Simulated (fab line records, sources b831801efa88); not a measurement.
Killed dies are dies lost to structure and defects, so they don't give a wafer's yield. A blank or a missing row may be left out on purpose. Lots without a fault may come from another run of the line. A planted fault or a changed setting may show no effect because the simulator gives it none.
A struck lot beside a sound one | flow sky130 | 32 steps out of a route of 708
Sound: wafers L160.1, L160.2, L160.5. Struck: wafers L177.4, L177.5. (L177.1 of the same lot was not struck and is left out.) The cause comes at the end.
At each step with rows: each side's tool, then ch and its chambers, then its first start. Under that, the readings that differ: sound wafers | struck wafers | difference of the means | sigmas: that difference in standard deviations of wafers without a fault.
alike: readings whose means differ by less than 2 such deviations, and words and numbers that are the same on both sides. not compared: withheld readings, readings that some wafer has no value for, bounds like >300 that may hide the same value, and numbers for which the record gives no deviation and whose values overlap.
The two part at a step that has a row with sigmas, a row that says differs or no value, or rows on one side only. Numbers that don't overlap but have no deviation are shown without sigmas and don't part them. A reading that every wafer of one side lacks parts them only if that side has two wafers or more.

first, 3 steps without rows for these wafers: SKY_CONTACT_STRIP_20 (strips in post etch residue remover, time 1200 s); SKY_CONTACT_CLEAN_21 (cleans in IPA, time 180 s); SKY_CONTACT_CLEAN_22 (cleans in O3/DIW).
SKY_CONTACT_SPUTTER_23: material TiN, target thk 20 nm, time 80 s.
  sound on pvd_sputter-04, day 34 00:28; struck on pvd_sputter-04, day 38 14:50
  alike: throttle_valve_pct
then, 1 step without rows for these wafers: SKY_CONTACT_CVD_24 (deposits W, target thk 340 nm, time 102.12 s).
SKY_CONTACT_RS_MEAS_25: measures by four-point-probe.
  sound on film_metro-01, day 34 00:38; struck on film_metro-01, day 38 15:00
  alike: CONTACT_W_RS
SKY_CONTACT_THK_MEAS_26: measures by xrf.
  sound on film_metro-01, day 34 00:45; struck on film_metro-01, day 38 15:07
  alike: CONTACT_W_THK
then, 2 steps without rows for these wafers: SKY_CONTACT_CMP_27 (polishes, stops on SiO2, t overpolish 15 s, target thk 0 nm); SKY_METAL1_SPUTTER_00 (material Ti, target thk 15 nm, time 10 s).
SKY_METAL1_SPUTTER_01: material TiN, target thk 20 nm, time 16.7 s.
  sound on pvd_sputter-03, day 34 01:08; struck on pvd_sputter-04, day 38 15:30
  alike: throttle_valve_pct
SKY_METAL1_SPUTTER_02: material AlCu, target thk 250 nm, time 13.3 s.
  sound on pvd_sputter-03, day 34 01:10; struck on pvd_sputter-04, day 38 15:32
  alike: throttle_valve_pct
then, 1 step without rows for these wafers: SKY_METAL1_SPUTTER_03 (material Ti, target thk 5 nm, time 3.3 s).
SKY_METAL1_SPUTTER_04: material TiN, target thk 70 nm, time 58.3 s.
  sound on pvd_sputter-03, day 34 01:12; struck on pvd_sputter-04, day 38 15:34
  reading                                    | sound             | struck      | difference | sigmas
  model.TiN_of_METAL1_SPUTTER_04.thk_nm (nm) | 70.65 70.62 71.18 | 108.3 108.5 | +37.6      |
  alike: throttle_valve_pct
SKY_METAL1_RS_MEAS_05: measures by four-point-probe.
  sound on film_metro-03, day 34 01:15; struck on film_metro-03, day 38 15:37
  alike: METAL1_ALCU_RS
SKY_METAL1_THK_MEAS_06: measures by xrf.
  sound on film_metro-03, day 34 01:22; struck on film_metro-03, day 38 15:44
  reading              | sound             | struck      | difference | sigmas
  METAL1_ALCU_THK (nm) | 244.6 246.7 247.7 | 228.2 230.3 | -17.1      | -6
then, 8 steps without rows for these wafers: SKY_METAL1_DEHYDRATE_07 (time 60 s); SKY_METAL1_HMDS_08 (prime time 60 s); SKY_METAL1_COAT_09 (resist thk 60 nm); SKY_METAL1_COAT_10 (resist thk 450 nm); SKY_METAL1_SOFTBAKE_11 (time 90 s); SKY_METAL1_EXPOSE_12 (exposes mask MM1, target cd 140 nm); SKY_METAL1_PEB_13; SKY_METAL1_DEVELOP_14 (develop time 60 s).
SKY_METAL1_CD_MEAS_15: target cd 140 nm.
  sound on cd_sem-02, day 35 04:49; struck on cd_sem-01, day 39 16:09
  alike: cd_nm
SKY_METAL1_OVL_MEAS_16:
  sound on overlay-02, day 35 04:56; struck on overlay-01, day 39 16:16
  alike: METAL1_OVL
SKY_METAL1_DESCUM_17: chemistry O2, time 8 s.
  sound on rie_metal-04 ch 0,1, day 35 04:59; struck on rie_metal-02 ch 0,1, day 39 16:19
  alike: drypump_motor_current_A, oes_product_au, rf_fwd_power_W
  not compared: rf_hours_counter_h
then, 2 steps without rows for these wafers: SKY_METAL1_ETCH_18 (etches BARC in N2/H2, stops on SiO2, time 45.9 s, target depth 60 nm); SKY_METAL1_METAL_ETCH_19 (etches the open film in Cl2/BCl3, stops on SiO2, target depth 360 nm, time 78 s).
SKY_METAL1_STRIP_20: strips in O2/N2.
  sound on plasma_asher-04 ch 0,1, day 35 05:10; struck on plasma_asher-01 ch 1, day 39 16:29
  alike: drypump_motor_current_A, n2_flow_sccm, oes_product_au, strip_time_to_endpoint_s
  not compared: rf_hours_counter_h
SKY_METAL1_STRIP_21: strips in post etch residue remover, time 1200 s.
  sound on wet_bench-01 ch 0, day 35 05:16; struck on wet_bench-01 ch 2, day 39 16:35
  reading                                    | sound            | struck      | difference | sigmas
  model.TiN_of_METAL1_SPUTTER_04.thk_nm (nm) | 70.23 70.2 70.76 | 107.9 108.1 | +37.6      |
then, 1 step without rows for these wafers: SKY_METAL1_CLEAN_22 (cleans in IPA, time 180 s).
-- the record jumps here: 11 days lie between the struck wafers' starts before and after (it left off in module METAL1 and takes up again in module PAD_OPEN, whose first step shown is number 708 of the route) --
SKY_PAD_OPEN_PROBE_99:
  sound on prober-02, day 47 17:08; struck on prober-01, day 50 19:01
  reading                       | sound            | struck     | difference | sigmas
  killed_at_M0_to_M3            | 58 43 48         | 37 33      | -15        | -2
  model.etest.via1_chain.rc_ohm | 15.7 15.45 15.64 | 17.84 18.9 | +2.77      |
  alike: defect_limited_yield, killed_at_M4_up, killed_at_contacts, killed_at_front_end, killed_at_other, killed_dies, killed_open, killed_short, sort_bin_3_pad_short, sort_bin_5_function, sort_bin_6_memory, sort_n_pass, sort_yield_pct

WHERE THEY PART
First at SKY_METAL1_THK_MEAS_06; last, within this record, at SKY_PAD_OPEN_PROBE_99.

WHY: what the simulator had put in
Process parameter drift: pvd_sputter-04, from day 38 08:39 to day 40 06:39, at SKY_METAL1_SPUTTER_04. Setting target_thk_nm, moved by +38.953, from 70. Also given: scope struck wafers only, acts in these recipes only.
